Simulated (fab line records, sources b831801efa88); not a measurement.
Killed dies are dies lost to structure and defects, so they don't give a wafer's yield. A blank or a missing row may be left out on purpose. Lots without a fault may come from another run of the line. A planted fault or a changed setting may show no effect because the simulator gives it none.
A struck lot beside a sound one | flow sky130 | 43 steps out of a route of 708
Sound: wafers L119.1, L119.5, L119.6. Struck: wafers L126.1, L126.2, L126.3. The cause comes at the end.
At each step with rows: each side's tool, then ch and its chambers, then its first start. Under that, the readings that differ: sound wafers | struck wafers | difference of the means | sigmas: that difference in standard deviations of wafers without a fault.
alike: readings whose means differ by less than 2 such deviations, and words and numbers that are the same on both sides. not compared: withheld readings, readings that some wafer has no value for, bounds like >300 that may hide the same value, and numbers for which the record gives no deviation and whose values overlap.
The two part at a step that has a row with sigmas, a row that says differs or no value, or rows on one side only. Numbers that don't overlap but have no deviation are shown without sigmas and don't part them. A reading that every wafer of one side lacks parts them only if that side has two wafers or more.

first, 6 steps without rows for these wafers: SKY_DNWELL_COAT_02 (resist thk 3000 nm); SKY_DNWELL_SOFTBAKE_03; SKY_DNWELL_EXPOSE_04 (exposes mask DNM, target cd 3000 nm); SKY_DNWELL_PEB_05; SKY_DNWELL_DEVELOP_06 (develop time 60 s); SKY_DNWELL_IMPLANT_07.
SKY_DNWELL_STRIP_08: strips in O2/N2.
  sound on plasma_asher-02 ch 0,1, day 3 09:08; struck on plasma_asher-01 ch 0,1, day 5 13:08
  alike: drypump_motor_current_A, oes_product_au, strip_time_to_endpoint_s
  not compared: rf_hours_counter_h
SKY_DNWELL_TW_MEAS_09:
  sound on film_metro-02, day 3 09:14; struck on film_metro-02, day 5 13:14
  alike: DNWELL_TW
then, 4 steps without rows for these wafers: SKY_PWDE_DEHYDRATE_00 (time 60 s); SKY_PWDE_HMDS_01 (prime time 60 s); SKY_PWDE_COAT_02 (resist thk 3000 nm); SKY_PWDE_SOFTBAKE_03.
SKY_PWDE_EXPOSE_04: exposes mask PWDEM, target cd 840 nm.
  sound on iline_stepper-02 ch 0, day 3 16:59; struck on iline_stepper-02 ch 0, day 5 21:55
  alike: mask, exposure_dose_mJ_cm2, reticle_temp_C
then, 2 steps without rows for these wafers: SKY_PWDE_PEB_05; SKY_PWDE_DEVELOP_06 (develop time 60 s).
SKY_PWDE_OVL_MEAS_07:
  sound on overlay-01, day 4 00:18; struck on overlay-02, day 6 07:09
  alike: PWDE_OVL
then, 1 step without rows for these wafers: SKY_PWDE_IMPLANT_08.
SKY_PWDE_STRIP_09: strips in O2/N2.
  sound on plasma_asher-01 ch 0,1, day 4 00:29; struck on plasma_asher-03 ch 0,1, day 6 07:20
  alike: drypump_motor_current_A, oes_product_au, strip_time_to_endpoint_s
  not compared: rf_hours_counter_h
SKY_PWDE_TW_MEAS_10:
  sound on film_metro-02, day 4 00:35; struck on film_metro-04, day 6 07:26
  alike: PWDE_TW
then, 7 steps without rows for these wafers: SKY_NWELL_DEHYDRATE_03 (time 60 s); SKY_NWELL_HMDS_04 (prime time 60 s); SKY_NWELL_COAT_05 (resist thk 3000 nm); SKY_NWELL_SOFTBAKE_06; SKY_NWELL_EXPOSE_07 (exposes mask NWM, target cd 840 nm); SKY_NWELL_PEB_08; SKY_NWELL_DEVELOP_09 (develop time 60 s).
SKY_NWELL_OVL_MEAS_10:
  sound on overlay-02, day 4 16:48; struck on overlay-02, day 7 01:52
  alike: NWELL_00_OVL
then, 3 steps without rows for these wafers: SKY_NWELL_IMPLANT_11; SKY_NWELL_IMPLANT_12; SKY_NWELL_IMPLANT_13.
SKY_NWELL_STRIP_14: strips in O2/N2.
  sound on plasma_asher-04 ch 0,1, day 4 17:25; struck on plasma_asher-03 ch 0,1, day 7 02:21
  alike: drypump_motor_current_A, oes_product_au, strip_time_to_endpoint_s
  not compared: rf_hours_counter_h
SKY_NWELL_TW_MEAS_15:
  sound on film_metro-02, day 4 17:31; struck on film_metro-02, day 7 02:27
  alike: NWELL_TW
then, 7 steps without rows for these wafers: SKY_NWELL_DEHYDRATE_16 (time 60 s); SKY_NWELL_HMDS_17 (prime time 60 s); SKY_NWELL_COAT_18 (resist thk 3000 nm); SKY_NWELL_SOFTBAKE_19; SKY_NWELL_EXPOSE_20 (exposes mask NWM COMPLEMENT, target cd 840 nm); SKY_NWELL_PEB_21; SKY_NWELL_DEVELOP_22 (develop time 60 s).
SKY_NWELL_OVL_MEAS_23:
  sound on overlay-02, day 5 11:03; struck on overlay-02, day 7 22:09
  alike: NWELL_01_OVL
then, 1 step without rows for these wafers: SKY_NWELL_IMPLANT_24.
SKY_NWELL_STRIP_25: strips in O2/N2.
  sound on plasma_asher-02 ch 0,1, day 5 11:14; struck on plasma_asher-02 ch 0,1, day 7 22:20
  alike: drypump_motor_current_A, oes_product_au, strip_time_to_endpoint_s
  not compared: rf_hours_counter_h
-- the record jumps here: 41 days lie between the struck wafers' starts before and after (it left off in module NWELL and takes up again in module PAD_OPEN, whose first step shown is number 708 of the route) --
SKY_PAD_OPEN_PROBE_99:
  sound on prober-01, day 45 23:41; struck on prober-02, day 48 14:23
  reading                                   | sound           | struck            | difference | sigmas
  model.etest.res_p_drift_20v.width_nm (nm) | 831.2 833.7 832 | 859.3 848.7 859.5 | +23.5      |
  alike: killed_at_M0_to_M3, killed_at_M4_up, killed_at_contacts, killed_at_front_end, killed_at_other, killed_dies, killed_open, killed_short

WHERE THEY PART
Nowhere in this record.

WHY: what the simulator had put in
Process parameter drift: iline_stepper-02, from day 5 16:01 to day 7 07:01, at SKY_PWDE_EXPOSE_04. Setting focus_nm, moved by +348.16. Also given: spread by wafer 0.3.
